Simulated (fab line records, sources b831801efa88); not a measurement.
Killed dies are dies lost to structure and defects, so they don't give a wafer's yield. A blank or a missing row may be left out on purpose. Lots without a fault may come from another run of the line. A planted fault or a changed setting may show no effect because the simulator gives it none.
One fault seen from 2 desks | flow gf180mcu | each desk has only its own numbers; what lay behind them comes last

THE METROLOGY DESK
What the gauges read, lot by lot, whatever tool the lot ran on: means of the sampled wafers that have a number. A lot is out of limits, marked OUT, if its mean lies more than 4 standard deviations from the usual mean; the brackets give that distance.
Columns: A = V5_CVD_00_THK at GF_V5_THK_MEAS_01, usual 299 nm; B = V5_CVD_02_THK at GF_V5_THK_MEAS_03, usual 1453 nm; C = V5_BOW at GF_V5_BOW_MEAS_05, usual 133 um; D = cd_nm at GF_V5_CD_MEAS_14, usual 260.5 nm
lot  | first seen here | A   | B    | C   | D
L197 | day 29 06:23    | 300 | 1458 | 141 | 261.2
L206 | day 31 14:14    | 298 | 1454 | 139 | 261.7
L209 | day 32 11:37    | 298 | 1438 | 135 | -
L210 | day 32 13:19    | 301 | 1439 | 149 | -
L211 | day 32 16:02    | 303 | 1435 | 148 | 258.5
L212 | day 33 03:19    | 302 | 1451 | 133 | 260.6
This desk's finding: nothing out of limits on any of the 6 lots.

THE TOOL OWNER'S DESK: litho_track-02
The tool's own readings at GF_V5_DEVELOP_13 (develop time 60 s): means of the sampled wafers that have a number, for each lot that ran on this tool. A lot is out of limits, marked OUT, if its mean lies more than 4 standard deviations from the usual mean; the brackets give that distance.
Columns: A = chill_plate_temp_C at GF_V5_DEVELOP_13, usual 22.99 C; B = exhaust_pa at GF_V5_DEVELOP_13, usual 44.9 Pa
lot  | first seen here | A     | B
L197 | day 30 01:54    | 22.98 | 45.2
L206 | day 32 07:55    | 22.85 | 44.3
L211 | day 33 09:08    | 23.00 | 45.9
This desk's finding: nothing out of limits on any of the 3 lots.

PUT TOGETHER
The metrology desk saw nothing out of limits.
The tool owner's desk saw nothing out of limits.

WHAT THE SIMULATOR HAD PUT IN
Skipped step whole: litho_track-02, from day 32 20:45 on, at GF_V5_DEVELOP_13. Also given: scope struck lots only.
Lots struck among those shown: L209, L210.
